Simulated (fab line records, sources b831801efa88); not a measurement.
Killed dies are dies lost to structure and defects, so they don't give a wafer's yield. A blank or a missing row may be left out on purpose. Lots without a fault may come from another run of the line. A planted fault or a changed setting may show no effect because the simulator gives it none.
fab line records | flow gf180mcu
record lots=24 wafers=72 last_day=34
route steps=602 shown HV_LDD@196 M1@321 V4@479 MIM@523 V5@562 PASSIVATION@588
lots that met no fault: from a run of the same line without faults
start_h: hours from the record's first day to the start of the lot's first wafer shown | wait_h: hours since the lot's step before | " the same as in the row above | L1.1+2: a row that stands for several wafers | - no value, or no start given | * or withheld: withheld | < > ~ a bound
route shown NAME@n: a module of which the file shows steps, and the number in the route of the first | usual: mean/standard deviation of fault-free wafers | same: alike in all rows | chamber/n: place in a boat | sites: the reading at each site | _std_site: their standard deviation | _edge_site: outer sites' mean less inner sites' | radius_mm: how far each site lies from the wafer's centre | mask NAME#n: copy n | behind: the tool/chamber that last shaped the wafer | hold: why the lot was held/for how many hours/how that ended | device: the transistor (n, p or np) that didn't switch | end of line: the same wafers' tests at the end of the route | a step without rows: its recipe alone | killed: dies lost to structure and defects at the first sort, not the wafer's yield | map: a wafer's dies, x killed, . not, _ none there
set.NAME: the setting as run; set.NAME@STEP: as run at that earlier step | model.NAME: the simulator's own value behind a step, which no gauge read
steps of the route over a sample of lots; a table a step, a row a wafer
services: from which hour (start_h, from the record's first day; less than 0 if before it) a tool's chamber was out of use, for how many hours, and why
## steps
# step GF_HV_LDD_OVL_MEAS_20
# usual HV_LDD_01_OVL=-0.2/1.6
# columns lot.wafer tool chamber start_h wait_h HV_LDD_01_OVL[nm]
L074.2 overlay-02 - 233.89 0.1 1.8
L074.5 " - " " 1.4
L074.6 " - " " 1.6
L075.1 overlay-02 - 241.83 0.1 1.8
L075.3 " - " " 2.2
L075.5 " - " " 1.1
L076.2 overlay-01 - 246.89 0.1 -2.3
L076.5 " - " " -1.9
L076.6 " - " " -2.1
L077.1 overlay-01 - 255.49 0.1 -1.4
L077.3 " - " " -0.2
L077.5 " - " " -1.4
L078.2 overlay-01 - 263.05 0.1 2.1
L078.3 " - " " 1.3
L078.5 " - " " 2.1
L079.1 overlay-01 - 273.18 0.1 -1.0
L079.2 " - " " -2.0
L079.5 " - " " -1.3
L080.2 overlay-02 - 280.50 0.1 0.1
L080.5 " - " " 0.5
L080.6 " - " " -0.1
L081.1 overlay-01 - 284.23 0.1 -0.3
L081.2 " - " " -0.6
L081.6 " - " " -1.1
L082.1 overlay-01 - 292.29 0.1 0.5
L082.2 " - " " -0.8
L082.5 " - " " -0.8
L083.1 overlay-02 - 300.49 0.1 -3.1
L083.2 " - " " -1.6
L083.3 " - " " -3.0
L084.3 overlay-01 - 312.25 0.1 -1.5
L084.4 " - " " -1.8
L084.6 " - " " -1.7
L085.2 overlay-01 - 318.69 0.1 0.7
L085.3 " - " " 1.1
L085.5 " - " " 0.1
L086.1 overlay-02 - 325.78 0.1 1.7
L086.3 " - " " -0.1
L086.6 " - " " 0.7
L087.1 overlay-01 - 329.99 0.1 -1.7
L087.3 " - " " -1.7
L087.6 " - " " -0.8
L088.1 overlay-01 - 339.69 0.1 -0.9
L088.2 " - " " -1.3
L088.3 " - " " -2.5
L089.1 overlay-02 - 348.54 0.1 2.8
L089.3 " - " " 3.5
L089.4 " - " " 3.1
L090.1 overlay-01 - 351.53 0.1 0.2
L090.2 " - " " 0.8
L090.4 " - " " -0.8
L091.1 overlay-02 - 359.13 0.1 0.4
L091.4 " - " " 1.1
L091.5 " - " " 1.7
L092.3 overlay-01 - 371.80 0.1 -1.2
L092.4 " - " " 0.6
L092.5 " - " " -1.1
L093.3 overlay-02 - 375.14 0.1 0.5
L093.4 " - " " -0.9
L093.6 " - " " -0.3
L095.1 overlay-02 - 397.13 0.1 0.1
L095.3 " - " " 0.6
L095.4 " - " " -0.9
L094.1 overlay-01 - 397.84 0.1 -0.5
L094.5 " - " " -1.0
L094.6 " - " " -1.9
L096.1 overlay-02 - 397.88 0.1 1.6
L096.2 " - " " 2.5
L096.4 " - " " 0.2
L097.3 overlay-02 - 407.65 0.1 0.3
L097.4 " - " " -0.4
L097.6 " - " " 0.3
# step GF_M1_THK_MEAS_06
# recipe thk_meas_gauge=xrf reads=AlCu_of_M1_SPUTTER_02
# usual M1_ALCU_THK=454/4.6
# columns lot.wafer tool chamber start_h wait_h M1_ALCU_THK[nm]
L074.2 film_metro-01 - 361.17 0.1 446
L074.5 " - " " 453
L074.6 " - " " 447
L075.1 film_metro-02 - 370.76 0.1 461
L075.3 " - " " 464
L075.5 " - " " 463
L076.2 film_metro-01 - 377.87 0.1 459
L076.5 " - " " 460
L076.6 " - " " 455
L077.1 film_metro-01 - 389.10 0.1 458
L077.3 " - " " 457
L077.5 " - " " 460
L078.2 film_metro-02 - 396.86 0.1 448
L078.3 " - " " 448
L078.5 " - " " 446
L079.1 film_metro-02 - 408.59 0.1 453
L079.2 " - " " 456
L079.5 " - " " 456
L080.2 film_metro-03 - 416.08 0.1 452
L080.5 " - " " 457
L080.6 " - " " 451
L081.1 film_metro-01 - 424.05 0.1 464
L081.2 " - " " 461
L081.6 " - " " 457
L082.1 film_metro-02 - 431.69 0.1 453
L082.2 " - " " 456
L082.5 " - " " 454
L083.1 film_metro-03 - 440.31 0.1 455
L083.2 " - " " 454
L083.3 " - " " 452
L084.3 film_metro-01 - 454.02 0.1 454
L084.4 " - " " 451
L084.6 " - " " 453
L085.2 film_metro-02 - 464.11 0.1 448
L085.3 " - " " 450
L085.5 " - " " 450
L086.1 film_metro-01 - 468.44 0.1 456
L086.3 " - " " 461
L086.6 " - " " 459
L087.1 film_metro-03 - 475.55 0.1 449
L087.3 " - " " 457
L087.6 " - " " 459
L088.1 film_metro-03 - 488.24 0.1 454
L088.2 " - " " 455
L088.3 " - " " 459
L089.1 film_metro-02 - 493.74 0.1 459
L089.3 " - " " 455
L089.4 " - " " 453
L090.1 film_metro-01 - 498.96 0.1 458
L090.2 " - " " 457
L090.4 " - " " 453
L091.1 film_metro-01 - 509.32 0.1 454
L091.4 " - " " 454
L091.5 " - " " 459
L092.3 film_metro-02 - 520.64 0.1 455
L092.4 " - " " 443
L092.5 " - " " 453
L093.3 film_metro-03 - 526.14 0.1 449
L093.4 " - " " 457
L093.6 " - " " 457
L095.1 film_metro-03 - 546.46 0.1 450
L095.3 " - " " 452
L095.4 " - " " 451
L094.1 film_metro-02 - 548.85 0.1 457
L094.5 " - " " 454
L094.6 " - " " 453
L096.1 film_metro-03 - 549.74 0.1 447
L096.2 " - " " 443
L096.4 " - " " 447
L097.3 film_metro-01 - 558.03 0.1 448
L097.4 " - " " 446
L097.6 " - " " 452
# step GF_V4_THK_MEAS_03
# recipe reads=SiO2_of_V4_CVD_02
# usual V4_CVD_02_THK=850/11
# columns lot.wafer tool chamber start_h wait_h V4_CVD_02_THK[nm]
L074.2 film_metro-02 - 536.69 0.0 846
L074.5 " - " " 865
L074.6 " - " " 849
L075.1 film_metro-03 - 545.64 0.0 830
L075.3 " - " " 847
L075.5 " - " " 856
L076.2 film_metro-04 - 552.52 0.0 858
L076.5 " - " " 857
L076.6 " - " " 861
L077.1 film_metro-03 - 563.53 0.0 852
L077.3 " - " " 856
L077.5 " - " " 864
L078.2 film_metro-04 - 571.91 0.0 843
L078.3 " - " " 837
L078.5 " - " " 846
L079.1 film_metro-03 - 583.06 0.0 848
L079.2 " - " " 829
L079.5 " - " " 840
L080.2 film_metro-03 - 589.32 0.0 847
L080.5 " - " " 866
L080.6 " - " " 854
L081.1 film_metro-02 - 596.59 0.0 839
L081.2 " - " " 838
L081.6 " - " " 859
L082.1 film_metro-03 - 602.51 0.0 845
L082.2 " - " " 839
L082.5 " - " " 867
L083.1 film_metro-03 - 609.06 0.0 841
L083.2 " - " " 837
L083.3 " - " " 839
L084.3 film_metro-03 - 620.37 0.1 845
L084.4 " - " " 856
L084.6 " - " " 841
L085.2 film_metro-04 - 628.81 0.0 858
L085.3 " - " " 841
L085.5 " - " " 867
L086.1 film_metro-03 - 635.28 0.0 846
L086.3 " - " " 839
L086.6 " - " " 862
L087.1 film_metro-03 - 641.33 0.0 831
L087.3 " - " " 848
L087.6 " - " " 860
L088.1 film_metro-02 - 649.43 0.1 839
L088.2 " - " " 848
L088.3 " - " " 841
L089.1 film_metro-02 - 655.01 0.0 851
L089.3 " - " " 844
L089.4 " - " " 870
L090.1 film_metro-03 - 658.59 0.0 838
L090.2 " - " " 853
L090.4 " - " " 859
L091.1 film_metro-04 - 666.71 0.0 830
L091.4 " - " " 857
L091.5 " - " " 845
L093.3 film_metro-02 - 680.39 0.1 843
L093.4 " - " " 846
L093.6 " - " " 865
L092.3 film_metro-03 - 681.67 0.1 844
L092.4 " - " " 863
L092.5 " - " " 877
L095.1 film_metro-04 - 698.63 0.0 856
L095.3 " - " " 852
L095.4 " - " " 866
L094.1 film_metro-04 - 700.30 0.0 836
L094.5 " - " " 866
L094.6 " - " " 856
L096.1 film_metro-04 - 703.94 0.0 842
L096.2 " - " " 833
L096.4 " - " " 844
L097.3 film_metro-03 - 709.43 0.1 825
L097.4 " - " " 854
L097.6 " - " " 841
# step GF_MIM_STRIP_20
# recipe chemistry=O2/N2 power_w=1400 pressure_mtorr=1500 platen_temp_c=250 o2_flow_sccm=3000 n2_flow_sccm=300 overash_fraction=0.5
# usual drypump_motor_current_A=5.7/0.41 heater_power_w=340/34 oes_product_au=0.691/0.0053 strip_time_to_endpoint_s=11.22/0.042
# columns lot.wafer tool chamber start_h wait_h drypump_motor_current_A heater_power_w oes_product_au rf_hours_counter_h strip_time_to_endpoint_s
L074.2 plasma_asher-03 0 582.18 0.0 5.3 397 0.688 50 11.21
L074.5 " 1 " " 5.7 368 0.686 - 11.24
L074.6 " 0 " " 5.3 388 0.687 - 11.20
L075.1 plasma_asher-02 0 591.98 0.0 6.1 310 0.693 17 11.21
L075.3 " 1 " " 5.6 325 0.700 - 11.19
L075.5 " 0 " " 6.0 317 0.692 - 11.22
L076.2 plasma_asher-04 0 599.07 0.0 6.5 318 0.694 101 11.26
L076.5 " 1 " " 5.3 295 0.690 - 11.25
L076.6 " 0 " " 6.5 326 0.698 - 11.25
L077.1 plasma_asher-03 0 607.67 0.0 5.3 396 0.696 53 11.23
L077.3 " 0 " " 5.3 406 0.694 - 11.21
L077.5 " 0 " " 5.3 394 0.691 - 11.20
L078.2 plasma_asher-03 0 616.12 0.0 5.3 400 0.684 54 11.15
L078.3 " 1 " " 5.7 374 0.685 - 11.12
L078.5 " 1 " " 5.7 370 0.682 - 11.19
L079.1 plasma_asher-04 0 626.77 0.0 6.5 328 0.697 104 11.27
L079.2 " 1 " " 5.3 303 0.700 104 11.27
L079.5 " 1 " " 5.3 304 0.701 - 11.30
L080.2 plasma_asher-02 1 632.68 0.0 5.6 321 0.694 21 11.21
L080.5 " 1 " " 5.5 331 0.693 - 11.25
L080.6 " 0 " " 6.1 317 0.683 - 11.17
L081.1 plasma_asher-04 1 640.27 0.0 5.2 296 0.682 105 11.21
L081.2 " 0 " " 6.5 327 0.687 105 11.15
L081.6 " 0 " " 6.5 320 0.689 - 11.23
L082.1 plasma_asher-03 0 646.28 0.0 5.3 392 0.700 57 11.20
L082.2 " 1 " " 5.7 366 0.682 57 11.27
L082.5 " 0 " " 5.3 391 0.693 - 11.20
L083.1 plasma_asher-02 0 652.17 0.0 6.1 312 0.691 23 11.25
L083.2 " 1 " " 5.6 322 0.697 23 11.17
L083.3 " 0 " " 6.1 308 0.693 - 11.24
L084.3 plasma_asher-02 0 663.02 0.1 6.1 309 0.691 - 11.20
L084.4 " 1 " " 5.6 326 0.692 - 11.27
L084.6 " 1 " " 5.5 327 0.692 - 11.23
L085.2 plasma_asher-02 0 670.83 0.0 6.0 313 0.698 25 11.26
L085.3 " 0 " " 6.0 311 0.690 - 11.23
L085.5 " 0 " " 6.1 303 0.696 - 11.23
L086.1 plasma_asher-04 1 675.63 0.0 5.3 301 0.678 109 11.22
L086.3 " 1 " " 5.2 299 0.693 - 11.19
L086.6 " 0 " " 6.5 325 0.688 - 11.15
L087.1 plasma_asher-02 0 683.17 0.0 6.1 309 0.695 26 11.28
L087.3 " 1 " " 5.6 340 0.697 - 11.24
L087.6 " 1 " " 5.6 332 0.693 - 11.24
L088.1 plasma_asher-02 0 690.00 0.1 6.1 310 0.697 27 11.24
L088.2 " 1 " " 5.6 334 0.692 27 11.22
L088.3 " 0 " " 6.1 310 0.694 - 11.21
L089.1 plasma_asher-03 1 695.88 0.0 5.7 388 0.686 62 11.19
L089.3 " 0 " " 5.3 394 0.695 - 11.22
L089.4 " 1 " " 5.7 365 0.688 - 11.25
L090.1 plasma_asher-04 0 698.72 0.0 6.5 329 0.681 112 11.18
L090.2 " 1 " " 5.3 303 0.689 112 11.20
L090.4 " 0 " " 6.5 325 0.687 - 11.22
L091.1 plasma_asher-04 1 707.48 0.0 5.2 305 0.687 113 11.25
L091.4 " 0 " " 6.5 325 0.691 - 11.24
L091.5 " 0 " " 6.5 327 0.694 - 11.25
L093.3 plasma_asher-02 0 718.90 0.1 6.0 306 0.691 - 11.22
L093.4 " 1 " " 5.6 319 0.691 - 11.28
L093.6 " 0 " " 6.1 316 0.692 - 11.20
L092.3 plasma_asher-02 0 720.55 0.1 6.1 314 0.688 - 11.29
L092.4 " 1 " " 5.6 333 0.682 - 11.20
L092.5 " 0 " " 6.1 315 0.697 - 11.28
L095.1 plasma_asher-02 0 735.63 0.0 6.0 315 0.689 33 11.13
L095.3 " 0 " " 6.1 306 0.682 - 11.11
L095.4 " 1 " " 5.6 331 0.686 - 11.11
L094.1 plasma_asher-03 0 738.13 0.0 5.3 400 0.699 67 11.21
L094.5 " 0 " " 5.3 399 0.682 - 11.16
L094.6 " 1 " " 5.7 374 0.700 - 11.23
L096.1 plasma_asher-03 1 741.23 0.0 5.7 374 0.691 68 11.21
L096.2 " 0 " " 5.3 394 0.689 68 11.22
L096.4 " 0 " " 5.3 397 0.696 - 11.18
L097.3 plasma_asher-03 1 747.00 0.1 5.7 367 0.688 - 11.19
L097.4 " 0 " " 5.3 393 0.694 - 11.24
L097.6 " 1 " " 5.7 370 0.691 - 11.17
# step GF_V5_SPUTTER_22
# recipe material=TiN target_thk_nm=10 chamber_pressure_pa=5 power_w=4000 time_s=40
# usual throttle_valve_pct=30.2/1.6
# columns lot.wafer tool chamber start_h wait_h throttle_valve_pct
L074.2 pvd_sputter-03 - 627.04 0.0 28.8
L074.5 " - " " 28.6
L074.6 " - " " 29.2
L075.1 pvd_sputter-04 - 636.37 0.0 29.8
L075.3 " - " " 29.4
L075.5 " - " " 30.0
L076.2 pvd_sputter-02 - 643.11 0.0 31.1
L076.5 " - " " 32.2
L076.6 " - " " 28.2
L077.1 pvd_sputter-02 - 651.70 0.0 33.0
L077.3 " - " " 30.8
L077.5 " - " " 33.1
L078.2 pvd_sputter-04 - 658.20 0.0 28.4
L078.3 " - " " 30.1
L078.5 " - " " 30.2
L079.1 pvd_sputter-02 - 669.49 0.0 33.2
L079.2 " - " " 28.2
L079.5 " - " " 31.0
L080.2 pvd_sputter-04 - 674.36 0.0 29.5
L080.5 " - " " 28.3
L080.6 " - " " 29.5
L081.1 pvd_sputter-03 - 682.20 0.0 28.7
L081.2 " - " " 28.8
L081.6 " - " " 29.4
L082.1 pvd_sputter-03 - 687.71 0.0 30.6
L082.2 " - " " 29.2
L082.5 " - " " 29.0
L083.1 pvd_sputter-04 - 693.91 0.0 29.2
L083.2 " - " " 30.3
L083.3 " - " " 31.5
L084.3 pvd_sputter-03 - 703.74 0.0 28.8
L084.4 " - " " 29.2
L084.6 " - " " 28.8
L085.2 pvd_sputter-03 - 710.63 0.0 28.8
L085.3 " - " " 29.0
L085.5 " - " " 29.3
L086.1 pvd_sputter-02 - 714.56 0.0 33.2
L086.3 " - " " 31.6
L086.6 " - " " 28.5
L087.1 pvd_sputter-02 - 722.01 0.0 33.3
L087.3 " - " " 31.2
L087.6 " - " " 28.6
L088.1 pvd_sputter-03 - 729.26 0.0 30.6
L088.2 " - " " 29.0
L088.3 " - " " 29.3
L089.1 pvd_sputter-04 - 734.45 0.0 28.0
L089.3 " - " " 29.8
L089.4 " - " " 29.3
L090.1 pvd_sputter-04 - 736.86 0.0 28.0
L090.2 " - " " 29.9
L090.4 " - " " 29.7
L091.1 pvd_sputter-02 - 745.11 0.0 33.3
L091.4 " - " " 31.9
L091.5 " - " " 31.5
L093.3 pvd_sputter-03 - 755.86 0.0 29.3
L093.4 " - " " 30.6
L093.6 " - " " 30.3
L092.3 pvd_sputter-02 - 756.95 0.0 31.2
L092.4 " - " " 32.0
L092.5 " - " " 31.1
L095.1 pvd_sputter-02 - 770.56 0.0 33.1
L095.3 " - " " 28.4
L095.4 " - " " 31.9
L094.1 pvd_sputter-02 - 774.55 0.0 28.4
L094.5 " - " " 33.1
L094.6 " - " " 31.0
L096.1 pvd_sputter-02 - 776.10 0.0 28.5
L096.2 " - " " 31.6
L096.4 " - " " 33.1
L097.3 pvd_sputter-02 - 781.51 0.0 33.3
L097.4 " - " " 32.0
L097.6 " - " " 33.2
# step GF_PASSIVATION_THK_MEAS_01
# recipe reads=SiO2_of_PASSIVATION_CVD_00
# usual PASSIVATION_CVD_00_THK=1005/14
# columns lot.wafer tool chamber start_h wait_h PASSIVATION_CVD_00_THK[nm]
L074.2 film_metro-03 - 649.38 0.1 994
L074.5 " - " " 1009
L074.6 " - " " 1018
L075.1 film_metro-03 - 657.55 0.0 978
L075.3 " - " " 1001
L075.5 " - " " 1007
L076.2 film_metro-04 - 664.73 0.0 990
L076.5 " - " " 1010
L076.6 " - " " 1026
L077.1 film_metro-03 - 673.13 0.0 995
L077.3 " - " " 1003
L077.5 " - " " 1001
L078.2 film_metro-03 - 679.01 0.0 1018
L078.3 " - " " 1001
L078.5 " - " " 1011
L079.1 film_metro-02 - 690.12 0.0 1023
L079.2 " - " " 1015
L079.5 " - " " 1012
L080.2 film_metro-04 - 695.14 0.0 993
L080.5 " - " " 1006
L080.6 " - " " 1014
L081.1 film_metro-03 - 702.39 0.0 1009
L081.2 " - " " 1004
L081.6 " - " " 1025
L082.1 film_metro-03 - 707.74 0.0 1008
L082.2 " - " " 1005
L082.5 " - " " 1019
L083.1 film_metro-03 - 713.06 0.0 986
L083.2 " - " " 1004
L083.3 " - " " 993
L084.3 film_metro-04 - 723.71 0.1 998
L084.4 " - " " 1020
L084.6 " - " " 1023
L085.2 film_metro-03 - 729.52 0.0 996
L085.3 " - " " 1011
L085.5 " - " " 1025
L086.1 film_metro-04 - 733.31 0.0 983
L086.3 " - " " 990
L086.6 " - " " 983
L087.1 film_metro-02 - 740.61 0.0 998
L087.3 " - " " 1020
L087.6 " - " " 1022
L088.1 film_metro-02 - 747.97 0.0 1002
L088.2 " - " " 987
L088.3 " - " " 998
L089.1 film_metro-04 - 752.21 0.0 990
L089.3 " - " " 977
L089.4 " - " " 1018
L090.1 film_metro-03 - 755.87 0.0 1009
L090.2 " - " " 1001
L090.4 " - " " 1005
L091.1 film_metro-03 - 763.16 0.0 1004
L091.4 " - " " 1029
L091.5 " - " " 1012
L093.3 film_metro-04 - 773.57 0.1 977
L093.4 " - " " 1009
L093.6 " - " " 1004
L092.3 film_metro-03 - 774.78 0.1 991
L092.4 " - " " 1007
L092.5 " - " " 1016
L095.1 film_metro-03 - 786.95 0.0 987
L095.3 " - " " 1000
L095.4 " - " " 1004
L094.1 film_metro-03 - 791.61 0.0 996
L094.5 " - " " 1018
L094.6 " - " " 1017
L096.1 film_metro-04 - 792.64 0.0 982
L096.2 " - " " 994
L096.4 " - " " 999
L097.3 film_metro-04 - 798.57 0.1 981
L097.4 " - " " 998
L097.6 " - " " 997
## services
# columns tool chamber start_h hours kind
plasma_asher-04 - 572.04 1.2 repair
plasma_asher-03 - 589.12 0.8 repair
plasma_asher-03 - 628.80 9.9 pm
plasma_asher-04 - 656.84 2.3 repair
plasma_asher-04 - 658.31 0.5 repair
pvd_sputter-04 3 683.05 - consumable_replace:kit
pvd_sputter-03 2 702.69 - consumable_replace:kit
pvd_sputter-03 2 702.69 18.0 scheduled_down
pvd_sputter-03 2 702.69 18.0 vent_cycle
pvd_sputter-02 - 716.08 0.7 repair
plasma_asher-04 - 724.71 0.5 repair
plasma_asher-04 - 733.75 9.0 pm
plasma_asher-04 0 733.75 9.0 vent_cycle
plasma_asher-04 1 733.75 9.0 vent_cycle
plasma_asher-04 0 742.75 - clean
plasma_asher-04 1 742.75 - clean
plasma_asher-03 - 752.53 2.8 pm
plasma_asher-03 - 756.91 6.1 repair
## key
fault none
